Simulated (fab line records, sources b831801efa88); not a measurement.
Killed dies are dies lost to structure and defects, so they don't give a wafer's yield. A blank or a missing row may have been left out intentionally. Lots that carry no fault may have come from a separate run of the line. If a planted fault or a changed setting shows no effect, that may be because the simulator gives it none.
fab line records + flow sky130
record
- lots=6
- wafers=18
- last_day=50
route steps=708 shown VIA4@645 PAD_OPEN@708
lots that met no fault: taken from a fault-free run of the same line
start_h: hours from the record's opening day to when the first of the lot's shown wafers began + wait_h: hours since the lot's step before + " the same as in the row above + L1.1+2: several wafers, shown together as one row + - either no value or no given start + * or withheld: withheld + < > ~ a bound
route shown NAME@n: NAME is a module with steps in the file, n the number in the route of the first one + usual: average and standard deviation across the fault-free wafers + same: alike in all rows + chamber/n: place in a boat + sites: per-site readings + _std_site: the values' standard deviation + _edge_site: inner sites' mean taken away from outer sites' mean + radius_mm: how far each site lies from the wafer's centre + mask NAME#n: copy n + behind: the tool/chamber that last shaped the wafer + hold: why the lot went on hold/how many hours it stayed there/how the hold came to an end + device: which transistor (n, p or np) failed to switch + end of line: the tests these same wafers got at the end of their route + for a step that has no rows: nothing shown but its recipe + killed: the dies lost at the first sort to structure and to defects; this is not the yield of the wafer + map: shows each die of a wafer: x if killed, . if not, _ if none is there
set.NAME: the setting the step ran with; set.NAME@STEP: the setting that earlier step ran with + model.NAME: the simulator's own value behind a step, which no gauge read
a table for each step, a row for each wafer; lots at some steps of the route
services: when a tool's chamber went out of use (start_h, in hours from the record's first day, below 0 if earlier), for how many hours, and the reason
## steps
# step SKY_VIA4_COAT_06
# recipe
- resist=NOVOLAK
- spin_rpm=3000
- resist_thk_nm=1140
# step SKY_VIA4_SOFTBAKE_07
# recipe
- temp_c=90
- time_s=60
- resist=NOVOLAK
# step SKY_VIA4_EXPOSE_08
# recipe
- mask_id=VIM4
- na=0.6
- source_shape=conventional
- sigma_outer=0.6
- polarization=unpolarized
- target_cd_nm=800
- dose_mj=132
# step SKY_VIA4_PEB_09
# recipe
- temp_c=withheld
- time_s=*
- resist=NOVOLAK
# step SKY_VIA4_DEVELOP_10
# recipe
- resist=NOVOLAK
- developer=TMAH
- develop_time_s=60
- dev_temp_c=23
# step SKY_VIA4_OVL_MEAS_11
# usual
- VIA4_OVL=-0.4/1.3
| lot.wafer | tool       | chamber | start_h | wait_h | VIA4_OVL[nm] |
|-----------|------------|---------|---------|--------|--------------|
| L944.2    | overlay-02 | -       | 1019.03 | 0.1    | -0.2         |
| L944.4    | "          | -       | "       | "      | 0.2          |
| L944.6    | "          | -       | "       | "      | 0.6          |
| L946.2    | overlay-02 | -       | 1038.84 | 0.1    | 0.0          |
| L946.3    | "          | -       | "       | "      | 1.2          |
| L946.5    | "          | -       | "       | "      | -0.3         |
| L952.1    | overlay-01 | -       | 1058.57 | 0.1    | -1.2         |
| L952.2    | "          | -       | "       | "      | 1.4          |
| L952.5    | "          | -       | "       | "      | -1.1         |
| L955.1    | overlay-02 | -       | 1077.18 | 0.1    | 1.2          |
| L955.4    | "          | -       | "       | "      | 2.2          |
| L955.6    | "          | -       | "       | "      | 1.7          |
| L958.3    | overlay-02 | -       | 1115.59 | 0.1    | -2.4         |
| L958.5    | "          | -       | "       | "      | -0.5         |
| L958.6    | "          | -       | "       | "      | -0.7         |
| L963.1    | overlay-01 | -       | 1132.63 | 0.1    | -1.5         |
| L963.5    | "          | -       | "       | "      | -1.1         |
| L963.6    | "          | -       | "       | "      | -2.3         |
# step SKY_VIA4_ETCH_12
# recipe
- target=SiO2
- chemistry=C4F8/O2/Ar
- stop_on=TiN
- mask_material=NOVOLAK
- source_w=1500
- bias_w=1248
- pressure_mtorr=40
- c4f8_flow_sccm=withheld
- O2_flow_sccm=6
- Ar_flow_sccm=300
- time_s=withheld
- target_depth_a=5800
# usual
- oes_product_au=0.926/0.0048
| lot.wafer | tool        | chamber | start_h | wait_h | oes_product_au |
|-----------|-------------|---------|---------|--------|----------------|
| L944.2    | rie_diel-01 | 1       | 1019.06 | 0.0    | 0.936          |
| L944.4    | "           | 0       | "       | "      | 0.921          |
| L944.6    | "           | 1       | "       | "      | 0.921          |
| L946.2    | rie_diel-03 | 3       | 1038.87 | 0.0    | 0.931          |
| L946.3    | "           | 1       | "       | "      | 0.926          |
| L946.5    | "           | 3       | "       | "      | 0.929          |
| L952.1    | rie_diel-02 | 2       | 1058.61 | 0.0    | 0.934          |
| L952.2    | "           | 0       | "       | "      | 0.929          |
| L952.5    | "           | 3       | "       | "      | 0.919          |
| L955.1    | rie_diel-02 | 1       | 1077.22 | 0.0    | 0.920          |
| L955.4    | "           | 2       | "       | "      | 0.930          |
| L955.6    | "           | 1       | "       | "      | 0.918          |
| L958.3    | rie_diel-02 | 2       | 1115.62 | 0.0    | 0.925          |
| L958.5    | "           | 2       | "       | "      | 0.923          |
| L958.6    | "           | 1       | "       | "      | 0.931          |
| L963.1    | rie_diel-03 | 3       | 1132.67 | 0.0    | 0.935          |
| L963.5    | "           | 1       | "       | "      | 0.926          |
| L963.6    | "           | 2       | "       | "      | 0.931          |
# step SKY_VIA4_STRIP_13
# recipe
- chemistry=O2/N2
- power_w=1400
- pressure_mtorr=1500
- platen_temp_c=withheld
- o2_flow_sccm=3000
- n2_flow_sccm=300
- overash_fraction=0.5
# usual
- drypump_motor_current_A=5.78/0.19
- oes_product_au=0.709/0.0043
- strip_time_to_endpoint_s=12.798/0.026
| lot.wafer | tool            | chamber | start_h | wait_h | drypump_motor_current_A | oes_product_au | rf_hours_counter_h | strip_time_to_endpoint_s |
|-----------|-----------------|---------|---------|--------|-------------------------|----------------|--------------------|--------------------------|
| L944.2    | plasma_asher-02 | 1       | 1019.14 | -      | 5.86                    | 0.714          | 85                 | 12.778                   |
| L944.4    | "               | 0       | "       | "      | 5.57                    | 0.716          | -                  | 12.758                   |
| L944.6    | "               | 0       | "       | "      | 5.58                    | 0.709          | -                  | 12.762                   |
| L946.2    | plasma_asher-02 | 0       | 1038.94 | -      | 5.58                    | 0.718          | 87                 | 12.745                   |
| L946.3    | "               | 1       | "       | "      | 5.88                    | 0.705          | -                  | 12.737                   |
| L946.5    | "               | 0       | "       | "      | 5.55                    | 0.712          | -                  | 12.796                   |
| L952.1    | plasma_asher-02 | 0       | 1058.68 | -      | 5.55                    | 0.705          | 89                 | 12.784                   |
| L952.2    | "               | 1       | "       | "      | 5.84                    | 0.702          | 89                 | 12.813                   |
| L952.5    | "               | 0       | "       | "      | 5.58                    | 0.709          | -                  | 12.769                   |
| L955.1    | plasma_asher-02 | 0       | 1077.29 | -      | 5.59                    | 0.709          | 91                 | 12.814                   |
| L955.4    | "               | 1       | "       | "      | 5.84                    | 0.708          | -                  | 12.794                   |
| L955.6    | "               | 0       | "       | "      | 5.56                    | 0.706          | -                  | 12.816                   |
| L958.3    | plasma_asher-02 | 1       | 1115.72 | -      | 5.88                    | 0.701          | -                  | 12.772                   |
| L958.5    | "               | 0       | "       | "      | 5.53                    | 0.707          | -                  | 12.777                   |
| L958.6    | "               | 1       | "       | "      | 5.88                    | 0.717          | -                  | 12.780                   |
| L963.1    | plasma_asher-02 | 0       | 1132.74 | -      | 5.58                    | 0.712          | 97                 | 12.817                   |
| L963.5    | "               | 0       | "       | "      | 5.54                    | 0.708          | -                  | 12.826                   |
| L963.6    | "               | 1       | "       | "      | 5.82                    | 0.706          | -                  | 12.824                   |
# step SKY_VIA4_STRIP_14
# recipe
- chemistry=post_etch_residue_remover
- time_s=1200
- temp_c=72.5
# step SKY_VIA4_CLEAN_15
# recipe
- chemistry=IPA
- time_s=180
- temp_c=25
# step SKY_VIA4_CLEAN_16
# recipe
- chemistry=O3/DIW
- dry=n2_spin
# step SKY_VIA4_SPUTTER_17
# recipe
- material=TiN
- target_thk_nm=20
- chamber_pressure_pa=5
- power_w=4000
- time_s=80
# usual
- throttle_valve_pct=29.7/1.1
| lot.wafer | tool           | chamber | start_h | wait_h | throttle_valve_pct |
|-----------|----------------|---------|---------|--------|--------------------|
| L944.2    | pvd_sputter-01 | -       | 1019.73 | 0.0    | 30.2               |
| L944.4    | "              | -       | "       | "      | 30.9               |
| L944.6    | "              | -       | "       | "      | 30.3               |
| L946.2    | pvd_sputter-02 | -       | 1039.53 | 0.0    | 28.1               |
| L946.3    | "              | -       | "       | "      | 29.7               |
| L946.5    | "              | -       | "       | "      | 29.6               |
| L952.1    | pvd_sputter-02 | -       | 1059.27 | 0.0    | 27.9               |
| L952.2    | "              | -       | "       | "      | 29.1               |
| L952.5    | "              | -       | "       | "      | 29.3               |
| L955.1    | pvd_sputter-02 | -       | 1078.00 | 0.0    | 28.3               |
| L955.4    | "              | -       | "       | "      | 29.3               |
| L955.6    | "              | -       | "       | "      | 27.7               |
| L958.3    | pvd_sputter-02 | -       | 1116.31 | 0.0    | 29.4               |
| L958.5    | "              | -       | "       | "      | 29.8               |
| L958.6    | "              | -       | "       | "      | 28.1               |
| L963.1    | pvd_sputter-02 | -       | 1133.37 | 0.0    | 31.9               |
| L963.5    | "              | -       | "       | "      | 28.1               |
| L963.6    | "              | -       | "       | "      | 29.3               |
# step SKY_VIA4_CVD_18
# recipe
- material=W
- target_thk_nm=505
- time_s=152.14
- temp_c=400
- pressure_torr=40
# usual
- heater_power_w=965/120
| lot.wafer | tool     | chamber | start_h | wait_h | heater_power_w |
|-----------|----------|---------|---------|--------|----------------|
| L944.2    | cvd_w-02 | 0       | 1019.79 | 0.0    | 1121           |
| L944.4    | "        | 0       | "       | "      | 1118           |
| L944.6    | "        | 0       | "       | "      | 1117           |
| L946.2    | cvd_w-01 | 0       | 1039.59 | 0.0    | 774            |
| L946.3    | "        | 1       | "       | "      | 851            |
| L946.5    | "        | 1       | "       | "      | 851            |
| L952.1    | cvd_w-02 | 0       | 1059.33 | 0.0    | 1121           |
| L952.2    | "        | 1       | "       | "      | 918            |
| L952.5    | "        | 1       | "       | "      | 908            |
| L952.1    | cvd_w-02 | 0       | 1059.65 | 0.3    | 1123           |
| L952.2    | "        | 1       | "       | "      | 917            |
| L952.5    | "        | 1       | "       | "      | 921            |
| L955.1    | cvd_w-01 | 0       | 1078.06 | 0.0    | 771            |
| L955.4    | "        | 1       | "       | "      | 839            |
| L955.6    | "        | 0       | "       | "      | 782            |
| L958.3    | cvd_w-02 | 1       | 1116.47 | 0.1    | 910            |
| L958.5    | "        | 1       | "       | "      | 908            |
| L958.6    | "        | 1       | "       | "      | 930            |
| L958.3    | cvd_w-02 | 1       | 1116.94 | 0.4    | 946            |
| L958.5    | "        | 1       | "       | "      | 894            |
| L958.6    | "        | 1       | "       | "      | 936            |
| L963.1    | cvd_w-02 | 1       | 1133.43 | 0.0    | 926            |
| L963.5    | "        | 0       | "       | "      | 1114           |
| L963.6    | "        | 1       | "       | "      | 932            |
# step SKY_VIA4_RS_MEAS_19
# recipe
- thk_meas_gauge=four-point-probe
- reads=W_of_VIA4_CVD_18+TiN_of_VIA4_SPUTTER_17
# usual
- VIA4_W_RS=0.2250/0.003
| lot.wafer | tool          | chamber | start_h | wait_h | VIA4_W_RS[ohm/sq] |
|-----------|---------------|---------|---------|--------|-------------------|
| L944.2    | film_metro-02 | -       | 1019.96 | 0.1    | 0.2242            |
| L944.4    | "             | -       | "       | "      | 0.2260            |
| L944.6    | "             | -       | "       | "      | 0.2260            |
| L946.2    | film_metro-02 | -       | 1039.77 | 0.1    | 0.2202            |
| L946.3    | "             | -       | "       | "      | 0.2160            |
| L946.5    | "             | -       | "       | "      | 0.2162            |
| L952.1    | film_metro-03 | -       | 1059.80 | 0.1    | 0.1133            |
| L952.2    | "             | -       | "       | "      | 0.1140            |
| L952.5    | "             | -       | "       | "      | 0.1146            |
| L952.1    | film_metro-03 | -       | 1060.09 | 0.3    | 0.1131            |
| L952.2    | "             | -       | "       | "      | 0.1141            |
| L952.5    | "             | -       | "       | "      | 0.1144            |
| L955.1    | film_metro-02 | -       | 1078.22 | 0.1    | 0.2240            |
| L955.4    | "             | -       | "       | "      | 0.2169            |
| L955.6    | "             | -       | "       | "      | 0.2216            |
| L958.3    | film_metro-02 | -       | 1117.19 | 0.2    | 0.1129            |
| L958.5    | "             | -       | "       | "      | 0.1131            |
| L958.6    | "             | -       | "       | "      | 0.1130            |
| L958.3    | film_metro-02 | -       | 1117.47 | 0.3    | 0.1131            |
| L958.5    | "             | -       | "       | "      | 0.1134            |
| L958.6    | "             | -       | "       | "      | 0.1132            |
| L963.1    | film_metro-03 | -       | 1133.58 | 0.1    | 0.2239            |
| L963.5    | "             | -       | "       | "      | 0.2260            |
| L963.6    | "             | -       | "       | "      | 0.2232            |
# step SKY_PAD_OPEN_PROBE_99
# usual
- defect_limited_yield=82.3/1.9
- killed_at_M0_to_M3=44/7.3
- killed_at_M4_up=3.4/1.7
- killed_at_contacts=24/5.3
- killed_at_front_end=15/4.1
- killed_at_other=0.4/0.68
- killed_dies=87/9.5
- killed_open=48/7.1
- killed_short=39/5.8
- sort_bin_3_pad_short=0.8/0.39
- sort_bin_5_function=10.4/1.4
- sort_bin_6_memory=6.5/1.1
- sort_n_pass=405/9.5
- sort_yield_pct=82.3/1.9
# same
- gross_dies=492
- killed_at_back_side=0
- sort_bin_4_leakage[%]=0
- sort_bin_8_speed[%]=0
| lot.wafer | tool      | chamber | start_h | wait_h | defect_limited_yield[%] | killed_at_M0_to_M3 | killed_at_M4_up | killed_at_contacts | killed_at_front_end | killed_at_other | killed_dies | killed_open | killed_short | sort_bin_3_pad_short[%] | sort_bin_5_function[%] | sort_bin_6_memory[%] | sort_n_pass | sort_yield_pct[%] |
|-----------|-----------|---------|---------|--------|-------------------------|--------------------|-----------------|--------------------|---------------------|-----------------|-------------|-------------|--------------|-------------------------|------------------------|----------------------|-------------|-------------------|
| L944.2    | prober-01 | -       | 1088.95 | 0.1    | 83.1                    | 44                 | 5               | 23                 | 11                  | 0               | 83          | 53          | 30           | 0.4                     | 9.8                    | 6.7                  | 409         | 83.1              |
| L944.4    | prober-01 | -       | 1089.05 | 0.2    | 80.9                    | 51                 | 6               | 16                 | 21                  | 0               | 94          | 53          | 39           | 1.0                     | 11.8                   | 6.3                  | 398         | 80.9              |
| L944.6    | prober-01 | -       | 1089.15 | 0.2    | 81.5                    | 49                 | 1               | 19                 | 22                  | 0               | 91          | 49          | 40           | 0.6                     | 10.2                   | 7.7                  | 401         | 81.5              |
| L946.2    | prober-01 | -       | 1107.35 | 0.1    | 77.6                    | 57                 | 2               | 31                 | 19                  | 1               | 110         | 57          | 52           | 0.8                     | 11.4                   | 10.2                 | 382         | 77.6              |
| L946.3    | prober-01 | -       | 1107.40 | 0.2    | 82.7                    | 40                 | 4               | 19                 | 22                  | 0               | 85          | 42          | 43           | 0.8                     | 8.9                    | 7.5                  | 407         | 82.7              |
| L946.5    | prober-01 | -       | 1107.50 | 0.2    | 84.3                    | 38                 | 3               | 19                 | 17                  | 0               | 77          | 40          | 37           | 1.2                     | 10.2                   | 4.3                  | 415         | 84.3              |
| L955.1    | prober-01 | -       | 1142.74 | 0.1    | 85.2                    | 39                 | 2               | 18                 | 14                  | 0               | 73          | 38          | 35           | 0.6                     | 9.3                    | 4.9                  | 419         | 85.2              |
| L955.4    | prober-01 | -       | 1142.89 | 0.2    | 82.5                    | 44                 | 1               | 24                 | 16                  | 1               | 86          | 52          | 32           | 0.4                     | 10.6                   | 6.5                  | 406         | 82.5              |
| L955.6    | prober-01 | -       | 1142.99 | 0.2    | 82.7                    | 35                 | 3               | 25                 | 22                  | 0               | 85          | 48          | 34           | 1.0                     | 8.7                    | 7.5                  | 407         | 82.7              |
| L963.1    | prober-02 | -       | 1190.39 | 0.1    | 83.1                    | 47                 | 2               | 19                 | 15                  | 0               | 83          | 46          | 36           | 0.4                     | 9.8                    | 6.7                  | 409         | 83.1              |
| L963.5    | prober-02 | -       | 1190.59 | 0.2    | 82.1                    | 39                 | 3               | 33                 | 13                  | 0               | 88          | 45          | 42           | 1.2                     | 8.5                    | 8.1                  | 404         | 82.1              |
| L963.6    | prober-02 | -       | 1190.64 | 0.2    | 83.7                    | 40                 | 5               | 24                 | 11                  | 0               | 80          | 46          | 34           | 1.0                     | 10.0                   | 5.3                  | 412         | 83.7              |
# killed by level:class
L944.2 CONTACT:geometric_particle:open=12 VIA2:geometric_particle:open=11 VIA1:geometric_particle:open=10 VIA3:geometric_particle:open=7 LI_CONTACT:geometric_particle:open=4 METAL4:geometric_particle:short=4 FIELD_ISO:geometric_particle:open=3 SPACER:geometric_particle:short=3
L944.4 VIA1:geometric_particle:open=10 VIA2:geometric_particle:open=10 CONTACT:geometric_particle:open=8 FIELD_ISO:geometric_particle:open=7 METAL1:geometric_particle:short=7 METAL2:geometric_particle:short=6 FIELD_ISO:geometric_particle:short=4 METAL3:geometric_particle:short=4
L944.6 VIA1:geometric_particle:open=9 VIA3:geometric_particle:open=8 VIA2:geometric_particle:open=7 LOCAL_INTERCONNECT:geometric_particle:short=6 LI_CONTACT:geometric_particle:open=6 FIELD_ISO:geometric_particle:short=5 METAL2:geometric_particle:short=5 SPACER:geometric_particle:open=4
L946.2 VIA3:geometric_particle:open=11 LI_CONTACT:geometric_particle:open=10 CONTACT:geometric_particle:open=10 METAL2:geometric_particle:short=7 VIA1:geometric_particle:open=7 FIELD_ISO:geometric_particle:short=6 VIA2:geometric_particle:open=6 LOCAL_INTERCONNECT:geometric_particle:short=5
L946.3 VIA1:geometric_particle:open=8 FIELD_ISO:geometric_particle:short=7 LI_CONTACT:geometric_particle:open=7 CONTACT:geometric_particle:open=6 METAL1:geometric_particle:short=6 VIA3:geometric_particle:open=5 VIA3:geometric_particle:short=5 POLY_GATE:geometric_particle:short=4
L946.5 CONTACT:geometric_particle:open=7 VIA2:geometric_particle:open=7 METAL2:geometric_particle:short=6 POLY_GATE:geometric_particle:open=5 LI_CONTACT:geometric_particle:short=5 LI_CONTACT:geometric_particle:open=5 VIA1:geometric_particle:open=5 FIELD_ISO:geometric_particle:short=4
L955.1 VIA1:geometric_particle:open=13 METAL1:geometric_particle:short=8 FIELD_ISO:geometric_particle:open=6 LI_CONTACT:geometric_particle:open=6 CONTACT:geometric_particle:open=5 VIA1:geometric_particle:short=5 FIELD_ISO:geometric_particle:short=4 LI_CONTACT:geometric_particle:short=4
L955.4 CONTACT:geometric_particle:open=12 VIA1:geometric_particle:open=10 VIA1:geometric_particle:short=8 VIA2:geometric_particle:open=7 VIA3:geometric_particle:open=6 LI_CONTACT:geometric_particle:open=5 POLY_GATE:geometric_particle:short=4 METAL2:geometric_particle:short=4
L955.6 LI_CONTACT:geometric_particle:open=10 CONTACT:geometric_particle:open=8 POLY_GATE:geometric_particle:short=7 VIA2:geometric_particle:open=7 VIA1:geometric_particle:open=7 METAL2:geometric_particle:short=5 FIELD_ISO:geometric_particle:open=3 FIELD_ISO:geometric_particle:short=3
L963.1 VIA1:geometric_particle:open=10 VIA3:geometric_particle:open=9 METAL1:geometric_particle:short=6 VIA2:geometric_particle:open=6 LI_CONTACT:geometric_particle:short=5 CONTACT:geometric_particle:open=5 METAL2:geometric_particle:short=5 FIELD_ISO:geometric_particle:short=4
L963.5 CONTACT:geometric_particle:open=11 VIA1:geometric_particle:open=9 LOCAL_INTERCONNECT:geometric_particle:short=7 VIA3:geometric_particle:open=7 LI_CONTACT:geometric_particle:open=6 METAL1:geometric_particle:short=5 CONTACT:geometric_particle:short=5 VIA3:geometric_particle:short=4
L963.6 VIA1:geometric_particle:open=10 CONTACT:geometric_particle:open=8 LI_CONTACT:geometric_particle:open=7 VIA2:geometric_particle:open=7 VIA4:geometric_particle:open=5 VIA2:geometric_particle:short=5 FIELD_ISO:geometric_particle:short=4 FIELD_ISO:geometric_particle:open=4
## services
| tool           | chamber | start_h | hours | kind                   |
|----------------|---------|---------|-------|------------------------|
| cvd_w-02       | 1       | 999.41  | 4.8   | repair                 |
| pvd_sputter-01 | -       | 1022.13 | 26.5  | repair                 |
| cvd_w-01       | -       | 1026.86 | 6.9   | pm                     |
| pvd_sputter-01 | -       | 1033.99 | 4.3   | repair                 |
| cvd_w-01       | -       | 1046.43 | 14.6  | pm                     |
| rie_diel-01    | -       | 1051.56 | 2.8   | pm                     |
| rie_diel-03    | -       | 1054.29 | 0.5   | repair                 |
| cvd_w-02       | -       | 1061.03 | 6.0   | pm                     |
| pvd_sputter-02 | 0       | 1063.76 | -     | consumable_replace:kit |
| pvd_sputter-02 | 0       | 1063.76 | 18.0  | scheduled_down         |
| pvd_sputter-02 | 0       | 1063.76 | 18.0  | vent_cycle             |
| rie_diel-01    | -       | 1075.56 | 0.3   | repair                 |
| cvd_w-01       | 0       | 1080.13 | 4.2   | repair                 |
| rie_diel-03    | 2       | 1084.64 | 11.3  | repair                 |
| pvd_sputter-01 | -       | 1085.36 | 3.9   | repair                 |
| rie_diel-01    | 3       | 1100.10 | 6.0   | repair                 |
| cvd_w-01       | -       | 1106.83 | 2.8   | pm                     |
| pvd_sputter-01 | 3       | 1112.08 | -     | consumable_replace:kit |
| pvd_sputter-01 | 3       | 1112.08 | 18.0  | scheduled_down         |
| pvd_sputter-01 | 3       | 1112.08 | 18.0  | vent_cycle             |
| cvd_w-02       | 0       | 1116.26 | 4.5   | repair                 |
| rie_diel-02    | 3       | 1128.88 | 3.5   | repair                 |
| cvd_w-01       | 0       | 1128.91 | 10.5  | repair                 |
## key
first_sign
- step=SKY_VIA4_CVD_18
- reading=visit
- direction=added
effect
- step=SKY_VIA4_RS_MEAS_19
- reading=visit
- direction=added
effect
- step=SKY_VIA4_RS_MEAS_19
- reading=VIA4_W_RS
- direction=down
- sigmas=37
- usual=0.2250
- struck=0.1135
met_at SKY_VIA4_CVD_18
struck_wafers L952.1,L952.2,L952.5,L958.3,L958.5,L958.6
scrapped_behind SKY_VIA4_RS_MEAS_19 L952.1,L952.2,L952.5,L958.3,L958.5,L958.6
fault
- kind=repeated_step_whole
- tool=cvd_w-01,cvd_w-02
- chamber=-
- onset_h=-
- steps=SKY_VIA4_CVD_18
- times=1
- scope=struck_lots_only
